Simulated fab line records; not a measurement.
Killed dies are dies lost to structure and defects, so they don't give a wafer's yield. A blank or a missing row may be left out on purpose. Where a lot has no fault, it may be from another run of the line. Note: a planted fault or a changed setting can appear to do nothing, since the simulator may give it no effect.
A lot that was struck, set against a sound lot	flow sky130	16 out of 708 route steps
Sound: wafers L151.2, L151.3, L151.4. Wafers struck: L165.2, L165.3, L165.6. The cause comes at the end.
For every step that has rows: the tool of each side, followed by ch and its chambers, followed by its first start. Under that, the readings that differ: sound wafers	struck wafers	difference of the means	sigmas: that difference in standard deviations of wafers without a fault.
alike: same words and numbers on both sides, and readings whose means sit less than 2 such deviations apart. not compared: any withheld reading, any reading some wafer has no value for, any bound like >300 that may hide the same value, and any number with overlapping values for which the record gives no deviation.
Wherever a step has rows on one side only, a row that says differs or no value, or a row with sigmas, the two part there. Numbers that don't overlap but have no deviation are shown without sigmas and don't part them. Lack of a reading on every wafer of one side parts them only where that side has two or more wafers.

first, 8 steps without rows for these wafers: SKY_CONTACT_DEHYDRATE_06 (time 60 s); SKY_CONTACT_HMDS_07 (prime time 60 s); SKY_CONTACT_COAT_08 (resist thk 60 nm); SKY_CONTACT_COAT_09 (resist thk 450 nm); SKY_CONTACT_SOFTBAKE_10 (time 90 s); SKY_CONTACT_EXPOSE_11 (exposes mask CTM1, target cd 170 nm); SKY_CONTACT_PEB_12; SKY_CONTACT_DEVELOP_13 (develop time 60 s).
SKY_CONTACT_CD_MEAS_14 targets a cd of 170 nm.
  sound: cd-sem-02 at day 32 11:54; struck: cd-sem-01 at day 37 05:57
  alike: cd-nm
SKY_CONTACT_OVL_MEAS_15:
  sound: overlay-02 at day 32 12:01; struck: overlay-01 at day 37 06:04
  alike: CONTACT_OVL
SKY_CONTACT_ETCH_16: etches BARC in N2/H2, stops on SiO2, time 45.9 s, target depth 60 nm.
  sound on rie-diel-04 ch 2,3, day 32 12:02; struck on rie-diel-04 ch 2,3, day 37 06:05
  alike: bias-w, drypump-motor-current-A, h2-flow-sccm, oes-product-au, throttle-valve-pct
  not compared: rf-hours-counter-h
SKY_CONTACT_ETCH_17: etches SiO2 in C4F8/O2/Ar, stops on Si3N4, target depth 340 nm.
  sound on rie-diel-04 ch 2,3, day 32 12:05; struck on rie-diel-04 ch 2,3, day 37 06:08
  alike: bias-w, oes-product-au
SKY_CONTACT_ETCH_18: etches Si3N4 in CHF3/O2, stops on TiN, time 39 s, target depth 75 nm.
  sound on rie-diel-04 ch 2,3, day 32 12:00; struck on rie-diel-04 ch 2,3, day 37 06:00
reading	sound	struck	difference	sigmas
bias-w (W)	200.2 200.1 199.7	303.6 304.8 302.8	+103.7	+99 or more
model.KrF-thick_of_CONTACT_COAT_09.thk-nm (nm)	246.2 243.8 243.8	227.8 227.5 228.8	-16.6	
  alike: drypump-motor-current-A, oes-product-au, throttle-valve-pct
  not compared: rf-hours-counter-h, model.TiN_of_LOCAL_INTERCONNECT_SPUTTER_00.thk-nm
SKY_CONTACT_STRIP_19: strips in O2/N2.
  sound on plasma-asher-03 ch 0,1, day 32 12:10; struck on plasma-asher-01 ch 1, day 37 06:13
reading	sound	struck	difference	sigmas
strip-time-to-endpoint-s (s)	3.64 3.62 3.62	3.44 3.45 3.47	-0.17	-5
  alike: drypump-motor-current-A, oes-product-au
  not compared: rf-hours-counter-h
then, 2 steps without rows for these wafers: SKY_CONTACT_STRIP_20 (strips in post etch residue remover, time 1200 s); SKY_PAD_OPEN_PROBE_99.

WHERE THEY PART
Last at SKY_CONTACT_STRIP_19 as far as this record goes, first at SKY_CONTACT_ETCH_18.

WHY: what the simulator had put in
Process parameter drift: rie-diel-04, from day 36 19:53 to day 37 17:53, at SKY_CONTACT_ETCH_18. From 200, the setting bias-w moved by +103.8. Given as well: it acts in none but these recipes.
